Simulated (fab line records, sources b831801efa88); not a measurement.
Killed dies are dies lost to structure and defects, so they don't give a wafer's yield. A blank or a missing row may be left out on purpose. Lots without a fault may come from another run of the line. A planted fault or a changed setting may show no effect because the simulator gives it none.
Chamber matching | flow gf180mcu | GF_V5_CMP_04 on cmp-01: 4 sister chambers
The step polishes SiO2. 8 wafers are shown with their chamber, then 12 later ones without.

WAFERS WITH THEIR CHAMBER
wafer  | chamber | motor_current_A (A) | edge_zone_pressure_frac
L082.1 | 2       | 12.0                | 0.998
L086.2 | 2       | 11.9                | 1.004
L086.3 | 3       | 11.3                | 1.004
L089.5 | 0       | 12.1                | 1.002
L089.6 | 3       | 10.7                | 0.998
L090.3 | 1       | 13.7                | 0.999
L090.5 | 1       | 13.1                | 0.997
L090.6 | 0       | 13.7                | 1.002

WAFERS WITHOUT THEIR CHAMBER
wafer  | motor_current_A (A) | edge_zone_pressure_frac
L093.1 | 12.6                | 0.997
L093.2 | 13.7                | 0.997
L093.4 | 12.6                | 1.006
L094.1 | 12.2                | 1.007
L094.2 | 10.1                | 0.998
L094.4 | 14.2                | 1.006
L095.1 | 12.4                | 1.007
L095.3 | 10.9                | 1.000
L095.6 | 13.9                | 1.004
L097.4 | 13.1                | 1.008
L097.5 | 13.3                | 0.999
L097.6 | 13.1                | 1.004

WHICH CHAMBER EACH WENT THROUGH
wafer  | from the rows above               | in truth
L093.1 | can't be placed: 1 or 2 or 0 or 3 | 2
L093.2 | can't be placed: 1 or 0           | 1
L093.4 | can't be placed: 0 or 2 or 1 or 3 | 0
L094.1 | can't be placed: 0 or 2 or 3 or 1 | 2
L094.2 | can't be placed: 3 or 2           | 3
L094.4 | can't be placed: 0 or 1 or 2      | 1
L095.1 | can't be placed: 0 or 2 or 3 or 1 | 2
L095.3 | can't be placed: 3 or 2           | 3
L095.6 | can't be placed: 0 or 1 or 2      | 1
L097.4 | can't be placed: 0 or 2 or 1      | 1
L097.5 | can't be placed: 1 or 0 or 2      | 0
L097.6 | can't be placed: 0 or 1 or 2      | 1
Placed correctly: 0 of 12. Can't be placed from these rows: 12 (the true chamber is among the candidates in 12). Placed wrongly: 0.
How it was worked out, from the rows above alone: a wafer's distance from a chamber is the root of the sum, over the readings, of the square of ((its reading less the chamber's mean) divided by the reading's scatter). The wafer belongs to the nearest chamber; if the next one is less than 2 further off, it can't be placed. A chamber's mean is the mean of its shown wafers. The scatter: the root of (the sum of the squares of (reading less its chamber's mean) over the shown wafers, divided by (wafers less chambers)).
